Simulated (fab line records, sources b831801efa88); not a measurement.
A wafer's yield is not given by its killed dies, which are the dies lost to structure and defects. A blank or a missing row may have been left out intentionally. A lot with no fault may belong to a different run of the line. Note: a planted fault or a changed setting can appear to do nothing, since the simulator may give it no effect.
Which of the tools did it? | flow sky130 | 11 lots, 33 wafers sampled, at 3 steps of a route of 708

## WHAT EACH GAUGE READ, for each wafer
SKY_RES_PROTECT_TW_MEAS_08.
lot  | measured     | on            | POLY_GATE_TW
L876 | day 15 13:40 | film_metro-03 | 4042 4044 4059
L877 | day 16 09:07 | film_metro-03 | 4052 4051 4056
L880 | day 18 17:18 | film_metro-02 | 4023 4054 4063
L881 | day 18 17:00 | film_metro-04 | 4005 4040 4029
L887 | day 19 16:45 | film_metro-02 | 2830 2808 2771
L888 | day 20 04:03 | film_metro-02 | 4057 4032 4037
L889 | day 20 09:53 | film_metro-03 | 2854 2847 2828
L890 | day 20 23:07 | film_metro-04 | 3996 4028 4022
L893 | day 21 21:52 | film_metro-02 | 4042 4032 4037
L894 | day 22 01:58 | film_metro-02 | 4068 4086 4090
L896 | day 24 00:38 | film_metro-02 | 4074 4044 4064

## WHAT TOOL EACH LOT RAN ON (gives the tool, then ch and the chambers of the sampled wafers, and finally the start)
lot  | SKY_POLY_GATE_IMPLANT_02        | SKY_RES_PROTECT_STRIP_07
L876 | implanter-04 ch 0, day 15 13:25 | plasma_asher-04 ch 0,1, day 15 13:34
L877 | implanter-04 ch 0, day 16 08:54 | plasma_asher-04 ch 0,1, day 16 09:02
L880 | implanter-02 ch 0, day 18 17:03 | plasma_asher-01 ch 0,1, day 18 17:12
L881 | implanter-01 ch 0, day 18 16:45 | plasma_asher-03 ch 0,1, day 18 16:54
L887 | implanter-04 ch 0, day 19 16:31 | plasma_asher-04 ch 0,1, day 19 16:38
L888 | implanter-02 ch 0, day 20 03:48 | plasma_asher-01 ch 0,1, day 20 03:57
L889 | implanter-04 ch 0, day 20 09:38 | plasma_asher-03 ch 0,1, day 20 09:47
L890 | implanter-01 ch 0, day 20 22:53 | plasma_asher-04 ch 0,1, day 20 23:00
L893 | implanter-01 ch 0, day 21 21:37 | plasma_asher-04 ch 0,1, day 21 21:46
L894 | implanter-02 ch 0, day 22 01:44 | plasma_asher-04 ch 0, day 22 01:51
L896 | implanter-02 ch 0, day 24 00:23 | plasma_asher-04 ch 0,1, day 24 00:32
- SKY_POLY_GATE_IMPLANT_02
- SKY_RES_PROTECT_STRIP_07: strips in O2/N2.

## THE ANSWER, worked out from the rows above alone
Rule: the lots themselves supply what counts as usual. Put in order of their means at a reading, lots are off if they are a third of the lots or fewer, leave a main group of 4 or more, and stand apart from it by a gap of 3 or more times the standard deviation of the main group's means; of several such gaps the widest counts. A main group is skipped when, at the precision printed for the reading in the tables above, its means are all equal. A lot without any number at a reading at which 4 lots or more have one is off too. Where the step has rows for the other lots, those lots are counted as sound.
Off: at SKY_RES_PROTECT_TW_MEAS_08 (POLY_GATE_TW), L887, L889. Main group: mean 4045, sd 18.
A tool fits if, at a process step before that reading, it ran every lot that is off, and no sound lot after the first of them. Gauges at SKY_RES_PROTECT_TW_MEAS_08: tried the same way as those tools. One fits: implanter-04 at SKY_POLY_GATE_IMPLANT_02. A fault onset in the window from L877 (day 16 08:54, its last sound lot) to L887 (day 19 16:31, its first lot off) fits.

## WHAT THE SIMULATOR HAD INSERTED
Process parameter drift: implanter-04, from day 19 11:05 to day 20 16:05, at SKY_POLY_GATE_IMPLANT_02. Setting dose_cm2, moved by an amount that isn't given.
Shown lots that were struck: L887, L889. The rule above found the same.
